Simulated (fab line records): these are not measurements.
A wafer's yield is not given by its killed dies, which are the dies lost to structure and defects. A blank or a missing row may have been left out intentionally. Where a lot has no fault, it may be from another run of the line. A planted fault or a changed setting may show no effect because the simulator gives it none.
Struck lot and sound lot, side by side ; flow sky130 ; 15 steps out of a route of 708
Sound: the wafers L293.4, L293.5, L293.6. Wafers struck: L300.1, L300.4, L300.6. At the end, the cause is stated.
Order at every step that has rows: each side's tool, ch and its chambers, its first start. Under that, the readings that differ: sound wafers ; struck wafers ; difference of the means ; sigmas: that difference in standard deviations of wafers without a fault.
alike: readings with means less than 2 such deviations apart, plus words and numbers identical on both sides. not compared: withheld readings, readings lacking a value on some wafer, bounds such as >300 that could conceal the same value, and numbers that have no deviation in the record and whose values overlap.
The two part at a step that has a row with sigmas, a row that says differs or no value, or rows on one side only. Numbers that have no deviation but don't overlap get no sigmas and don't part them. A reading that every wafer of one side lacks parts them only if that side has two wafers or more.

first, 7 steps without rows for these wafers: SKY_LDD_N_DEHYDRATE_00 (time 60 s); SKY_LDD_N_HMDS_01 (prime time 60 s); SKY_LDD_N_COAT_02 (resist thk 300 nm); SKY_LDD_N_SOFTBAKE_03 (time 60 s); SKY_LDD_N_EXPOSE_04 (exposes mask NTM, target cd 840 nm); SKY_LDD_N_PEB_05; SKY_LDD_N_DEVELOP_06 (develop time 60 s).
SKY_LDD_N_OVL_MEAS_07:
  sound: overlay-02 at day 17 15:32; struck: overlay-02 at day 20 07:25
  alike: LDD_N_OVL
then, 4 steps without rows for these wafers: SKY_LDD_N_IMPLANT_08; SKY_LDD_N_IMPLANT_09; SKY_LDD_N_IMPLANT_10; SKY_LDD_N_IMPLANT_11.
SKY_LDD_N_IMPLANT_12:
  sound on implanter-01 ch 0, day 17 16:14; struck on implanter-01 ch 0, day 20 08:04
reading;sound;struck;difference;sigmas
beamEnergyKeV;50.000 49.982 49.994;39.556 39.555 39.563;-10.434;-99 or more
model.implant.rpNm (nm);30.86 30.86 30.86;27.17 27.17 27.17;-3.69;
model.implant.drpNm (nm);18.83 18.83 18.83;15.95 15.95 15.95;-2.88;
after that, 1 step had no rows for these wafers: SKY_LDD_N_IMPLANT_13.
-- record jumps: 27 days separate the struck wafers' starts on either side; left off in module LDD_N, taken up again in module PAD_OPEN, whose first shown step is the route's number 708 --
SKY_PAD_OPEN_PROBE_99:
  sound: prober-02 at day 45 20:17; struck: prober-01 at day 47 13:23
reading;sound;struck;difference;sigmas
model.etest.nfet_01v8.vtSatV (V);0.643 0.6489 0.6536;0.6571 0.6572 0.6579;+0.0089;
  alike: killed_at_M0_to_M3, killed_at_M4_up, killedAtContacts, killedAtFrontEnd, killedAtOther, killedDies, killedOpen, killedShort
  not compared: model.etest.nfet_01v8_lvt.vtSatV

## WHERE THEY PART
SKY_LDD_N_IMPLANT_12 only, going by this record. Later steps at which nothing parts them and some readings are alike: SKY_PAD_OPEN_PROBE_99.

WHY: whatever the simulator had introduced
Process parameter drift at SKY_LDD_N_IMPLANT_12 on implanter-01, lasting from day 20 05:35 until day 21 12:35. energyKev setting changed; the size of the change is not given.
